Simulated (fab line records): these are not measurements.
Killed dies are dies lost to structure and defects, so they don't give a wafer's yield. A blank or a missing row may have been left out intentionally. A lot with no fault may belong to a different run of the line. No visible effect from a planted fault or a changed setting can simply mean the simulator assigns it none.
Chamber matching / flow gf180mcu / cmp-02 running GF_V4_CMP_26: 4 sister chambers
The step polishes, stops on SiO2, t overpolish 15 s, target thk 0 nm. 8 wafers are shown with their chamber, then 12 later ones without.

WAFERS PAIRED WITH THEIR CHAMBERS
wafer=L084.4; chamber=1; time-to-endpoint-s (s)=84; motor-current-A (A)=11.3
wafer=L086.4; chamber=3; time-to-endpoint-s (s)=84; motor-current-A (A)=11.3
wafer=L086.5; chamber=0; time-to-endpoint-s (s)=83; motor-current-A (A)=11.0
wafer=L086.6; chamber=3; time-to-endpoint-s (s)=85; motor-current-A (A)=11.2
wafer=L089.6; chamber=1; time-to-endpoint-s (s)=87; motor-current-A (A)=12.0
wafer=L091.1; chamber=0; time-to-endpoint-s (s)=76; motor-current-A (A)=11.7
wafer=L091.4; chamber=2; time-to-endpoint-s (s)=86; motor-current-A (A)=12.6
wafer=L091.6; chamber=2; time-to-endpoint-s (s)=84; motor-current-A (A)=12.7

WAFERS MISSING THEIR CHAMBER
wafer=L092.2; time-to-endpoint-s (s)=77; motor-current-A (A)=11.5
wafer=L092.4; time-to-endpoint-s (s)=82; motor-current-A (A)=11.3
wafer=L092.5; time-to-endpoint-s (s)=88; motor-current-A (A)=12.0
wafer=L094.1; time-to-endpoint-s (s)=82; motor-current-A (A)=10.8
wafer=L094.4; time-to-endpoint-s (s)=76; motor-current-A (A)=11.4
wafer=L094.5; time-to-endpoint-s (s)=81; motor-current-A (A)=11.0
wafer=L094.2; time-to-endpoint-s (s)=84; motor-current-A (A)=11.7
wafer=L094.3; time-to-endpoint-s (s)=82; motor-current-A (A)=11.8
wafer=L094.6; time-to-endpoint-s (s)=75; motor-current-A (A)=11.4
wafer=L097.2; time-to-endpoint-s (s)=80; motor-current-A (A)=10.6
wafer=L097.4; time-to-endpoint-s (s)=77; motor-current-A (A)=10.5
wafer=L097.6; time-to-endpoint-s (s)=77; motor-current-A (A)=11.0

WHICH CHAMBER EACH WENT THROUGH
wafer=L092.2; from the rows above=can't be placed: 0 or 3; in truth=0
wafer=L092.4; from the rows above=can't be placed: 0 or 3 or 1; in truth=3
wafer=L092.5; from the rows above=can't be placed: 1 or 2 or 3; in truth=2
wafer=L094.1; from the rows above=can't be placed: 3 or 0 or 1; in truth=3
wafer=L094.4; from the rows above=can't be placed: 0 or 3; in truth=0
wafer=L094.5; from the rows above=can't be placed: 0 or 3 or 1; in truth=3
wafer=L094.2; from the rows above=can't be placed: 1 or 3 or 0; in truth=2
wafer=L094.3; from the rows above=can't be placed: 1 or 0 or 3 or 2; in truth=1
wafer=L094.6; from the rows above=can't be placed: 0 or 3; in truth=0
wafer=L097.2; from the rows above=can't be placed: 0 or 3 or 1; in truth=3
wafer=L097.4; from the rows above=can't be placed: 0 or 3 or 1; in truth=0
wafer=L097.6; from the rows above=can't be placed: 0 or 3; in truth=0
Correctly placed: 0 of 12. Cannot be placed on the basis of these rows: 12; the candidates contain the true chamber in 11. Wrongly placed: 0.
How it was worked out, from the rows above alone: a wafer's distance from a chamber is the root of the sum, over the readings, of the square of ((its reading less the chamber's mean) divided by the reading's scatter). If the next closest chamber is less than 2 further off than the closest, the wafer can't be placed; otherwise it belongs to the closest. A chamber's mean is the mean of its shown wafers. How the scatter is found: for the shown wafers, subtract from each reading the mean of its chamber, square and add these, divide the total by (wafers less chambers), then take the root.
